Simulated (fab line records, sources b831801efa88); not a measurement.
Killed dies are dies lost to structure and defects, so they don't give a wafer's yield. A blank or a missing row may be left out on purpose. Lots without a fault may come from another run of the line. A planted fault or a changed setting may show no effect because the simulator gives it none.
A struck lot beside a sound one | flow sky130 | 19 steps out of a route of 708
Sound: wafers L378.2, L378.5, L378.6. Struck: wafers L382.1, L382.4, L382.5. The cause comes at the end.
At each step with rows: each side's tool, then ch and its chambers, then its first start. Under that, the readings that differ: sound wafers | struck wafers | difference of the means | sigmas: that difference in standard deviations of wafers without a fault.
alike: readings whose means differ by less than 2 such deviations, and words and numbers that are the same on both sides. not compared: withheld readings, readings that some wafer has no value for, bounds like >300 that may hide the same value, and numbers for which the record gives no deviation and whose values overlap.
The two part at a step that has a row with sigmas, a row that says differs or no value, or rows on one side only. Numbers that don't overlap but have no deviation are shown without sigmas and don't part them. A reading that every wafer of one side lacks parts them only if that side has two wafers or more.

first, 4 steps without rows for these wafers: SKY_VT_ADJUST_LVTN_SOFTBAKE_14 (time 60 s); SKY_VT_ADJUST_LVTN_EXPOSE_15 (exposes mask HVN STD DERIVED, target cd 600 nm); SKY_VT_ADJUST_LVTN_PEB_16; SKY_VT_ADJUST_LVTN_DEVELOP_17 (develop time 60 s).
SKY_VT_ADJUST_LVTN_OVL_MEAS_18:
  sound on overlay-02, day 9 20:39; struck on overlay-01, day 11 02:22
  alike: VT_ADJUST_LVTN_01_OVL
then, 1 step without rows for these wafers: SKY_VT_ADJUST_LVTN_IMPLANT_19.
SKY_VT_ADJUST_LVTN_STRIP_20: strips in O2/N2.
  sound on plasma_asher-01 ch 0,1, day 9 20:50; struck on plasma_asher-01 ch 0,1, day 11 02:33
  alike: drypump_motor_current_A, oes_product_au, strip_time_to_endpoint_s
  not compared: rf_hours_counter_h
SKY_VT_ADJUST_LVTN_TW_MEAS_21:
  sound on film_metro-03, day 9 20:56; struck on film_metro-03, day 11 02:39
  alike: VT_ADJUST_LVTN_2_TW
then, 4 steps without rows for these wafers: SKY_VT_ADJUST_NCORE_DEHYDRATE_00 (time 60 s); SKY_VT_ADJUST_NCORE_HMDS_01 (prime time 60 s); SKY_VT_ADJUST_NCORE_COAT_02 (resist thk 1140 nm); SKY_VT_ADJUST_NCORE_SOFTBAKE_03 (time 60 s).
SKY_VT_ADJUST_NCORE_EXPOSE_04: exposes mask LVTN COMPLEMENT THIN, target cd 380 nm.
  sound on iline_stepper-01 ch 0, day 10 08:28; struck on iline_stepper-01 ch 0, day 11 14:35
  reading                                 | sound             | struck            | difference | sigmas
  model.VT_ADJUST_NCORE.overlay_x_nm (nm) | 2.149 2.149 2.149 | 90.25 90.25 90.25 | +88.10     |
  alike: mask, reticle_temp_C
then, 2 steps without rows for these wafers: SKY_VT_ADJUST_NCORE_PEB_05; SKY_VT_ADJUST_NCORE_DEVELOP_06 (develop time 60 s).
SKY_VT_ADJUST_NCORE_CD_MEAS_07: target cd 380 nm.
  sound on cd_sem-02, day 10 19:02; struck on cd_sem-02, day 12 02:17
  alike: cd_nm
SKY_VT_ADJUST_NCORE_OVL_MEAS_08:
  sound on overlay-01, day 10 19:08; struck on overlay-01, day 12 02:25
  reading                  | sound       | struck         | difference | sigmas
  VT_ADJUST_NCORE_OVL (nm) | 3.2 2.4 0.7 | 89.9 88.9 90.1 | +87.5      | +58
then, 1 step without rows for these wafers: SKY_VT_ADJUST_NCORE_IMPLANT_09.
-- the record jumps here: 37 days lie between the struck wafers' starts before and after (it left off in module VT_ADJUST_NCORE and takes up again in module PAD_OPEN, whose first step shown is number 708 of the route) --
SKY_PAD_OPEN_PROBE_99:
  sound on prober-02, day 48 01:59; struck on prober-02, day 48 16:40
  alike: killed_at_M0_to_M3, killed_at_M4_up, killed_at_contacts, killed_at_front_end, killed_at_other, killed_dies, killed_open, killed_short

WHERE THEY PART
Only at SKY_VT_ADJUST_NCORE_OVL_MEAS_08, within this record. Later steps at which nothing parts them and some readings are alike: SKY_PAD_OPEN_PROBE_99.

WHY: what the simulator had put in
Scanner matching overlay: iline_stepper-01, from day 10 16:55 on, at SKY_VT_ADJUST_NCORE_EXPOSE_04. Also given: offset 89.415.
